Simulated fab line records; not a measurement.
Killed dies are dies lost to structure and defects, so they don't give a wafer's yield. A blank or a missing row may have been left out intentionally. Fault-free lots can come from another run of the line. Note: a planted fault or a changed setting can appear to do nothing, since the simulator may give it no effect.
Code-filled problem report in 8D (eight disciplines) form ; flow sky130 ; the parts of the form that need people (team, actions taken, sign-off) are left out

== 1. WHAT WENT WRONG ==
At SKY_PAD_OPEN_PROBE_99, killed_at_M4_up averages 55.2 over 6 wafers from 2 lots, while fault-free wafers read 3.0, standard deviation 1.7. That puts it +31 standard deviations away from the usual mean.
Earliest sighting: wafer L525.3 on prober-01 at day 49 06:36. Wafers with a number at this step in the record: 33, from 11 lots. The rule behind "out" and "out of limits": a value lying over 4 standard deviations away from the usual mean. The rest of the wafers with a number are treated as sound.

== 2. WHAT IT IS, WHAT IT ISN'T ==
question;is;is not
which readings at this step;killed_at_M4_up;killed_at_M0_to_M3, killed_at_contacts, killed_open, killed_short, sort_bin_6_memory
which lots;L525, L526;L510, L511, L512, L516, L517, L519, L522, L523, L524
which wafers of those lots;all that have a number;-
read on which tools;prober-01, prober-02;-
when;from day 49 06:36;up to then (27 sound wafers)

== 3. WHAT RULES OUT EACH SUSPECT ==
Counting: a tool stays on the suspect list if, at a process step up to the reading, it processed all lots that are out and no sound lot following the first of them.
- wet_bench-03 at SKY_METAL4_CLEAN_21 (cleans in IPA, time 180 s): kept. It processed each lot that is out, first L525 at day 45 21:34, and no sound lot thereafter; up to then, the last sound lot it processed was L523 at day 45 09:33.
- plasma_asher-04 at SKY_PAD_OPEN_STRIP_08 (strips in O2/N2): kept. It processed each lot that is out, first L525 at day 49 04:19, and no sound lot thereafter; up to then, the last sound lot it processed was L522 at day 48 12:07.
Left after counting: wet_bench-03 at SKY_METAL4_CLEAN_21, plasma_asher-04 at SKY_PAD_OPEN_STRIP_08.

== 4. THE CAUSE (what the simulator had put in) ==
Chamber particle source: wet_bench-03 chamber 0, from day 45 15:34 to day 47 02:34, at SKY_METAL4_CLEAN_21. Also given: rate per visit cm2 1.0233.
This tool is one of the 2 suspects left after counting.

== 5. THE EFFECT CHAIN, in route order ==
Each row: a reading where the mean over the struck wafers with a number is more than 3 standard deviations away from the usual. Readings are gone through only where the record gives a usual standard deviation; hours: the median, over the lots, of the time from a lot's start at the first step in this table giving one to that lot's start at this step; sigmas: the change measured in usual standard deviations.
hours;step;reading;usual;on struck wafers;change;sigmas
0;SKY_PAD_OPEN_PROBE_99;defect_limited_yield;82.1 %;73.4;-8.7;-4.6
0;SKY_PAD_OPEN_PROBE_99;killed_at_M4_up;3.0;55.2;+52.2;+31
0;SKY_PAD_OPEN_PROBE_99;killed_dies;88;131;+43;+4.5
0;SKY_PAD_OPEN_PROBE_99;sort_bin_3_pad_short;0.9 %;3.4;+2.5;+5.2
0;SKY_PAD_OPEN_PROBE_99;sort_bin_5_function;10.6 %;16.3;+5.7;+3.8
0;SKY_PAD_OPEN_PROBE_99;sort_n_pass;404;361;-43;-4.5
0;SKY_PAD_OPEN_PROBE_99;sort_yield_pct;82.1 %;73.4;-8.7;-4.6
Here are the process steps it includes:
- SKY_PAD_OPEN_PROBE_99

== 6. WHAT WOULD HAVE CAUGHT IT SOONER ==
In this record the first reading out of limits was taken at day 49 06:36, 87 hours after the fault began at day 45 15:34.
By day 49 06:36 the whole set of lots that are out, 2 in number, had already begun SKY_METAL4_CLEAN_21 on wet_bench-03. A hold on the tool at that time would have spared none of them.
